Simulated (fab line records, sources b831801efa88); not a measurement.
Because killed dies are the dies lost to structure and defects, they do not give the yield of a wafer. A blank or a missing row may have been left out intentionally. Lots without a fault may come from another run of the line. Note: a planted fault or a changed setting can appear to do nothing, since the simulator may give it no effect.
Struck lot and sound lot, side by side :: flow sky130 :: 15 steps out of a route of 708
Sound: wafers L457.1, L457.2, L457.4. Struck: wafers L463.2, L463.3, L463.6. The cause is named last.
Order at every step that has rows: each side's tool, ch and its chambers, its first start. Under that, the readings that differ: sound wafers :: struck wafers :: difference of the means :: sigmas: that difference in standard deviations of wafers without a fault.
alike: a reading whose means differ by less than 2 such deviations, as well as words and numbers matching on both sides. not compared: withheld readings; readings where some wafer has no value; bounds like >300 that might hide an equal value; numbers whose values overlap and for which the record gives no deviation.
A row with sigmas, a row that says differs or no value, or rows on one side alone: a step with any of these is where the two part. Numbers that have no deviation but don't overlap get no sigmas and don't part them. A reading missing from all wafers of one side parts the sides only when that side holds two or more wafers.

first, 1 step without rows for these wafers: SKY_VT_ADJUST_LVTN_IMPLANT_19.
SKY_VT_ADJUST_LVTN_STRIP_20: strips in O2/N2.
  sound on plasmaAsher-01 ch 0,1, day 9 22:40; struck on plasmaAsher-04 ch 0, day 11 11:47
  alike: drypumpMotorCurrentA, oesProductAu, stripTimeToEndpointS
  not compared: rfHoursCounterH
SKY_VT_ADJUST_LVTN_TW_MEAS_21:
  sound: filmMetro-02 at day 9 23:00; struck: filmMetro-02 at day 11 11:53
  alike: VT_ADJUST_LVTN_2_TW
then, 7 steps without rows for these wafers: SKY_VT_ADJUST_NCORE_DEHYDRATE_00 (time 60 s); SKY_VT_ADJUST_NCORE_HMDS_01 (prime time 60 s); SKY_VT_ADJUST_NCORE_COAT_02 (resist thk 1140 nm); SKY_VT_ADJUST_NCORE_SOFTBAKE_03 (time 60 s); SKY_VT_ADJUST_NCORE_EXPOSE_04 (exposes mask LVTN COMPLEMENT THIN, target cd 380 nm); SKY_VT_ADJUST_NCORE_PEB_05; SKY_VT_ADJUST_NCORE_DEVELOP_06 (develop time 60 s).
SKY_VT_ADJUST_NCORE_CD_MEAS_07: target cd 380 nm.
  sound: cdSem-02 at day 10 21:42; struck: cdSem-01 at day 12 12:42
  alike: cdNm
SKY_VT_ADJUST_NCORE_OVL_MEAS_08:
  sound: overlay-01 at day 10 21:49; struck: overlay-02 at day 12 12:48
  alike: VT_ADJUST_NCORE_OVL
SKY_VT_ADJUST_NCORE_IMPLANT_09:
  sound on implanter-01 ch 0, day 10 21:51; struck on implanter-01 ch 0, day 12 12:53
reading: doseIonsCm2
sound: 2.3963e+12 2.3977e+12 2.3997e+12
struck: 2.2477e+12 2.24e+12 2.241e+12
difference: -1.5500e+11
sigmas: -62

reading: faradayCurrentUA
sound: 13.67 14.13 13.43
struck: 12.60 12.54 12.47
difference: -1.21
sigmas: -4
SKY_VT_ADJUST_NCORE_STRIP_10: strips in O2/N2.
  sound on plasmaAsher-03 ch 0,1, day 10 22:00; struck on plasmaAsher-02 ch 0,1, day 12 13:01
  alike: drypumpMotorCurrentA, oesProductAu, stripTimeToEndpointS
  not compared: rfHoursCounterH
-- a jump in the record: the struck wafers' starts before and after are 37 days apart (it breaks off in module VT_ADJUST_NCORE and resumes in module PAD_OPEN, where the first step shown is number 708 of the route) --
SKY_PAD_OPEN_PROBE_99:
  sound: prober-01 at day 47 22:23; struck: prober-01 at day 49 07:55
reading: model.etest.pfetG5v0d10v5.offLog10AUm
sound: -13.08 -12.72 -12.65
struck: -13.36 -13.32 -13.21
difference: -0.48
sigmas: 

reading: model.etest.pfetG5v0d10v5.vtSatV (V)
sound: -0.6645 -0.6551 -0.6464
struck: -0.7205 -0.7192 -0.7026
difference: -0.0588
sigmas: 

reading: model.etest.pfet_16v.vtV (V)
sound: -1.12 -1.113 -1.111
struck: -1.171 -1.167 -1.169
difference: -0.054
sigmas: 

reading: model.etest.pfetG5v0d10v5.vtV (V)
sound: -0.8445 -0.835 -0.8328
struck: -0.8994 -0.8962 -0.8795
difference: -0.0543
sigmas: 

reading: model.etest.pfetG5v0d10v5.vtLongV (V)
sound: -0.9487 -0.9423 -0.9375
struck: -0.9905 -0.9965 -0.9879
difference: -0.0488
sigmas: 
  alike: killed_at_M0_to_M3, killed_at_M4_up, killedAtContacts, killedAtFrontEnd, killedAtOther, killedDies, killedOpen, killedShort
  not compared: model.etest.nfetG5v0d10v5.vtSatV, model.etest.nfetG5v0d10v5.vtV, model.etest.nfet_16v.vtV

== WHERE THEY PART ==
Within this record, at SKY_VT_ADJUST_NCORE_IMPLANT_09 only. Later steps at which nothing parts them and some readings are alike: SKY_VT_ADJUST_NCORE_STRIP_10, SKY_PAD_OPEN_PROBE_99.

WHY: whatever the simulator had introduced
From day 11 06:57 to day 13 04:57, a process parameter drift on implanter-01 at SKY_VT_ADJUST_NCORE_IMPLANT_09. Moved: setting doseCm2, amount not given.
